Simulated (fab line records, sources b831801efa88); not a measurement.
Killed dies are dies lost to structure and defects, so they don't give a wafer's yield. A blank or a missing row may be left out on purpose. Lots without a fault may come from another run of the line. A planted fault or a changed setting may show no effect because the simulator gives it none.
Problem report in the 8D (eight disciplines) form, filled by code | flow gf180mcu | the parts of the form that need people (team, actions taken, sign-off) are left out

1. THE PROBLEM
V1_CVD_00_THK at GF_V1_THK_MEAS_01 reads a mean of 300 nm on 6 wafers of 2 lots; wafers without a fault read 602 nm with a standard deviation of 7.6. That is -40 standard deviations from the usual mean.
First seen on wafer L508.1, day 22 12:09, on film_metro-04. The record holds 39 wafers of 13 lots with a number at this step. Rule for "out", or "out of limits": more than 4 standard deviations from the usual mean. The other wafers with a number count as sound.

2. WHAT IT IS AND WHAT IT IS NOT
question                    | is                     | is not
which readings at this step | V1_CVD_00_THK          | -
which lots                  | L508, L510             | L494, L495, L496, L498, L499, L500, L501, L502, L503, L516, L517
which wafers of those lots  | all that have a number | -
read on which gauges        | film_metro-04          | film_metro-02, film_metro-03
when                        | from day 22 12:09      | up to then (27 sound wafers); but 6 sound wafers of L516, L517 came after

3. SUSPECTS, AND WHAT RULES EACH OUT
Counting: a tool at a process step up to the reading stays a suspect if it ran every lot that is out and no sound lot after the first of them.
- the gauge at GF_V1_THK_MEAS_01: ruled out. All the wafers that are out were read on film_metro-04, but those of them that GF_V1_CVD_00 has rows for are out there too, on other tools.
- hdpcvd-02 at GF_V1_CVD_00 (deposits SiO2, target thk 600 nm, time 100 s): kept. It ran every lot that is out, first L508 (day 22 12:05), and no sound lot after that; its last sound lot up to then is L501 (day 19 22:27). Its own readings are out on those wafers: sih4_flow_sccm.
Left after counting: hdpcvd-02 at GF_V1_CVD_00.

4. THE CAUSE (what the simulator had put in)
Process parameter drift: hdpcvd-02, from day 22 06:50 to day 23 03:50, at GF_V1_CVD_00. Setting sih4_flow_sccm, moved by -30, from 60. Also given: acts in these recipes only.
Counting left only this tool.

5. THE CHAIN OF EFFECTS, in route order
Each row: a reading whose mean over the struck wafers that have a number lies more than 3 standard deviations from the usual. Only readings for which the record gives a usual standard deviation are gone through. hours: the time from each lot's start at the first step in this table that gives one to its start at this step, as a median over the lots. sigmas: the change in usual standard deviations.
hours | step              | reading        | usual      | on struck wafers | change | sigmas
0     | GF_V1_CVD_00      | sih4_flow_sccm | 60.04 sccm | 30.08            | -29.96 | -99 or more
0     | GF_V1_THK_MEAS_01 | V1_CVD_00_THK  | 602 nm     | 300              | -302   | -40
The process steps in it:
- GF_V1_CVD_00: deposits SiO2, target thk 600 nm, time 100 s.

6. WHAT WOULD HAVE CAUGHT IT SOONER
In this record the first reading out of limits at a measuring or inspecting step was taken at day 22 12:09, 5 hours after the fault began at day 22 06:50.
The tool's own readings at GF_V1_CVD_00 were out on every struck wafer that the step has a row for (sih4_flow_sccm): an alarm limit on them would have fired on the first of those.
Of the lots that are out (2), L510 began GF_V1_CVD_00 on hdpcvd-02 after day 22 12:09. A hold on the tool at that time would have spared it.
